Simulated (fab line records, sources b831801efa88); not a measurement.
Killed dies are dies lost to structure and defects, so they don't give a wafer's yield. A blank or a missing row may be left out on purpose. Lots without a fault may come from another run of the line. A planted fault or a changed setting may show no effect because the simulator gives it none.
A struck lot beside a sound one | flow sky130 | 16 steps out of a route of 708
Sound: wafers L116.3, L116.5, L116.6. Struck: wafers L114.2, L114.4, L114.5. The cause comes at the end.
At each step with rows: each side's tool, then ch and its chambers, then its first start. Under that, the readings that differ: sound wafers | struck wafers | difference of the means | sigmas: that difference in standard deviations of wafers without a fault.
alike: readings whose means differ by less than 2 such deviations, and words and numbers that are the same on both sides. not compared: withheld readings, readings that some wafer has no value for, bounds like >300 that may hide the same value, and numbers for which the record gives no deviation and whose values overlap.
The two part at a step that has a row with sigmas, a row that says differs or no value, or rows on one side only. Numbers that don't overlap but have no deviation are shown without sigmas and don't part them. A reading that every wafer of one side lacks parts them only if that side has two wafers or more.

first, 3 steps without rows for these wafers: SKY_METAL1_EXPOSE_12 (exposes mask MM1, target cd 140 nm); SKY_METAL1_PEB_13; SKY_METAL1_DEVELOP_14 (develop time 60 s).
SKY_METAL1_CD_MEAS_15: target cd 140 nm.
  sound on cd_sem-02, day 36 09:14; struck on cd_sem-02, day 35 15:06
  alike: cd_nm
SKY_METAL1_OVL_MEAS_16:
  sound on overlay-01, day 36 09:19; struck on overlay-02, day 35 15:12
  alike: METAL1_OVL
SKY_METAL1_DESCUM_17: chemistry O2, time 8 s.
  sound on rie_metal-01 ch 0,1, day 36 09:22; struck on rie_metal-02 ch 0,1, day 35 15:14
  alike: drypump_motor_current_A, oes_product_au, rf_fwd_power_W
  not compared: rf_hours_counter_h
SKY_METAL1_ETCH_18: etches BARC in N2/H2, stops on SiO2, time 45.9 s, target depth 60 nm.
  sound on rie_metal-01 ch 0,1, day 36 09:24; struck on rie_metal-02 ch 0,1, day 35 15:16
  alike: drypump_motor_current_A, n2_flow_sccm, oes_product_au, rf_fwd_power_W, throttle_valve_pct
  not compared: rf_hours_counter_h
SKY_METAL1_METAL_ETCH_19: etches the open film in Cl2/BCl3, stops on SiO2, target depth 360 nm, time 78 s.
  sound on rie_metal-01 ch 0,1, day 36 09:28; struck on rie_metal-02 ch 0,1, day 35 15:20
  alike: drypump_motor_current_A, oes_product_au, rf_fwd_power_W, throttle_valve_pct
  not compared: rf_hours_counter_h
SKY_METAL1_STRIP_20: strips in O2/N2.
  sound on plasma_asher-04 ch 0,1, day 36 09:34; struck on plasma_asher-04 ch 1, day 35 15:25
  reading                      | sound          | struck         | difference | sigmas
  strip_time_to_endpoint_s (s) | 2.75 2.80 2.72 | 2.65 2.63 2.66 | -0.11      | -2
  alike: drypump_motor_current_A, n2_flow_sccm, o2_flow_sccm, oes_product_au
  not compared: rf_hours_counter_h
then, 3 steps without rows for these wafers: SKY_METAL1_STRIP_21 (strips in post etch residue remover, time 1200 s); SKY_METAL1_CLEAN_22 (cleans in IPA, time 180 s); SKY_METAL1_CLEAN_23 (cleans in O3/DIW).
SKY_VIA1_HDPCVD_00: deposits SiO2, target thk 1030 nm, time 171.7 s.
  sound on hdpcvd-02 ch 1,2, day 36 10:11; struck on hdpcvd-01 ch 1,2, day 35 16:01
  reading                                  | sound             | struck            | difference | sigmas
  run_length_s (s)                         | 199.7 200.2 200.7 | 206.6 207.0 206.3 | +6.4       | +16
  model.SiO2_of_VIA1_HDPCVD_00.thk_nm (nm) | 1023 1018 1026    | 1064 1067 1075    | +46        |
SKY_VIA1_THK_MEAS_01:
  sound on film_metro-02, day 36 10:19; struck on film_metro-02, day 35 16:08
  reading              | sound          | struck         | difference | sigmas
  VIA1_HDPCVD_THK (nm) | 1023 1018 1027 | 1064 1066 1074 | +45        | +4
SKY_VIA1_CMP_02: polishes SiO2.
  sound on cmp-02 ch 1,2,3, day 36 10:30; struck on cmp-02 ch 0,1,2, day 35 16:11
  alike: head_pressure_psi, motor_current_A, slurry_filter_dp_kPa
then, 1 step without rows for these wafers: SKY_PAD_OPEN_PROBE_99.

WHERE THEY PART
First at SKY_METAL1_STRIP_20; last, within this record, at SKY_VIA1_THK_MEAS_01. Later steps at which nothing parts them and some readings are alike: SKY_VIA1_CMP_02.

WHY: what the simulator had put in
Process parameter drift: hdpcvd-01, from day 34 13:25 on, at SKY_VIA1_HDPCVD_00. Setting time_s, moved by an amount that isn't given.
